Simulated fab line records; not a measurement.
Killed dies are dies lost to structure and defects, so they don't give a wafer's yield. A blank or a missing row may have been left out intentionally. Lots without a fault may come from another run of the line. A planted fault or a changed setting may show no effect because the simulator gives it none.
Comparing a struck lot with a sound one | flow sky130 | 18 out of 708 route steps
Sound: the wafers L432.2, L432.3, L432.6. Struck: wafer L425.1 (L425.2, L425.5, from the same lot, were not struck and are left out); the cause is given at the end.
At each step with rows: each side's tool, then ch and its chambers, then its first start. Under that, the readings that differ: sound wafers | struck wafers | difference of the means | sigmas: that difference in standard deviations of wafers without a fault.
alike: words and numbers the same on both sides, and readings whose means are apart by under 2 such deviations; not compared: readings that were withheld, readings missing a value for some wafer, numbers with overlapping values and no deviation given by the record, and bounds like >300 which may hide the same value.
Wherever a step has rows on one side only, a row that says differs or no value, or a row with sigmas, the two part there. Non-overlapping numbers with no deviation appear without sigmas and do not part them. A reading that every wafer of one side lacks parts them only if that side has two wafers or more.

first, 5 steps without rows for these wafers: SKY_VIA4_COAT_06 (resist thk 1140 nm); SKY_VIA4_SOFTBAKE_07 (time 60 s); SKY_VIA4_EXPOSE_08 (exposes mask VIM4, target cd 800 nm); SKY_VIA4_PEB_09; SKY_VIA4_DEVELOP_10 (develop time 60 s).
SKY_VIA4_OVL_MEAS_11:
  sound on overlay-01 at day 47 09:50; struck on overlay-01 at day 45 02:41
  alike: VIA4_OVL
SKY_VIA4_ETCH_12: etches SiO2 in C4F8/O2/Ar, stops on TiN, target depth 580 nm.
  sound on rie_diel-01 ch 0,1,3, day 47 09:52; struck on rie_diel-01 ch 0, day 45 02:43
  alike: oes_product_au
SKY_VIA4_STRIP_13: strips in O2/N2.
  sound on plasma_asher-03 ch 0,1, day 47 09:56; struck on plasma_asher-01 ch 0, day 45 02:48
  alike: drypump_motor_current_A, oes_product_au, strip_time_to_endpoint_s
  not compared: rf_hours_counter_h
then, 3 steps without rows for these wafers: SKY_VIA4_STRIP_14 (strips in post etch residue remover, time 1200 s); SKY_VIA4_CLEAN_15 (cleans in IPA, time 180 s); SKY_VIA4_CLEAN_16 (cleans in O3/DIW).
SKY_VIA4_SPUTTER_17: material TiN, target thk 20 nm, time 80 s.
  sound on pvd_sputter-02 at day 47 10:34; struck on pvd_sputter-02 at day 45 03:25
  alike: throttle_valve_pct
SKY_VIA4_CVD_18: deposits W, target thk 505 nm, time 152.14 s.
  sound on cvd_w-01 ch 0,1, day 47 10:37; struck on cvd_w-02 ch 0, day 45 03:29
  reading                            | sound                | struck | difference | sigmas
  heater_power_outer_w (W)           | 587 621 611          | 338    | -268       | -6
  heater_power_w (W)                 | 968 940 951          | 597    | -356       | -5
  susceptor_temp_C (C)               | 399.84 400.00 399.54 | 351.49 | -48.30     | -99 or more
  model.W_of_VIA4_CVD_18.thk_nm (nm) | 497.3 492.5 493.1    | 199.5  | -294.8     |
SKY_VIA4_RS_MEAS_19: the measuring method here is four-point-probe.
  sound on film_metro-04 at day 47 10:48; struck on film_metro-04 at day 45 04:44
  reading            | sound                | struck | difference | sigmas
  VIA4_W_RS (ohm/sq) | 0.2301 0.2321 0.2314 | 0.5794 | +0.3482    | +99 or more
  not compared: hold
SKY_VIA4_THK_MEAS_20: measures by xrf.
  sound on film_metro-04 at day 47 10:55; struck on film_metro-04 at day 45 06:54
  reading         | sound       | struck | difference | sigmas
  VIA4_W_THK (nm) | 494 489 490 | 199    | -292       | -41
  not compared: hold
SKY_VIA4_CMP_21: polishes, stops on SiO2, t overpolish 25 s, target thk 0 nm.
  sound on cmp-01 ch 0,3, day 47 11:01; struck on cmp-01 ch 0, day 45 17:02
  reading                | sound       | struck                   | difference                   | sigmas
  hold                   | - - -       | await_dispo/4.4h/release | no value on the sound wafers |
  time_to_endpoint_s (s) | 117 115 117 | 50                       | -66                          | -19
  alike: motor_current_A
SKY_METAL5_SPUTTER_00: material Ti, target thk 15 nm, time 10 s.
  sound on pvd_sputter-01 at day 47 11:16; struck on pvd_sputter-03 at day 45 17:17
  alike: throttle_valve_pct
-- the record jumps here: 2 days lie between the struck wafers' starts before and after (it left off in module METAL5 and takes up again in module PAD_OPEN, whose first step shown is number 708 of the route) --
SKY_PAD_OPEN_PROBE_99:
  sound on prober-01 at day 49 21:19; struck on prober-02 at day 47 20:28
  alike: defect_limited_yield, killed_at_M0_to_M3, killed_at_M4_up, killed_at_contacts, killed_at_front_end, killed_at_other, killed_dies, killed_open, killed_short, sort_bin_3_pad_short, sort_bin_5_function, sort_bin_6_memory, sort_n_pass, sort_yield_pct
  not compared: model.etest.via4_chain.rc_ohm

## WHERE THEY PART
At SKY_VIA4_CVD_18 first; at SKY_VIA4_CMP_21 last (within this record only). Later steps at which nothing parts them and some readings are alike: SKY_METAL5_SPUTTER_00, SKY_PAD_OPEN_PROBE_99.

WHY: whatever the simulator had introduced
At SKY_VIA4_CVD_18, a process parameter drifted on cvd_w-02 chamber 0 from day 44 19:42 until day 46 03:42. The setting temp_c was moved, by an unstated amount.
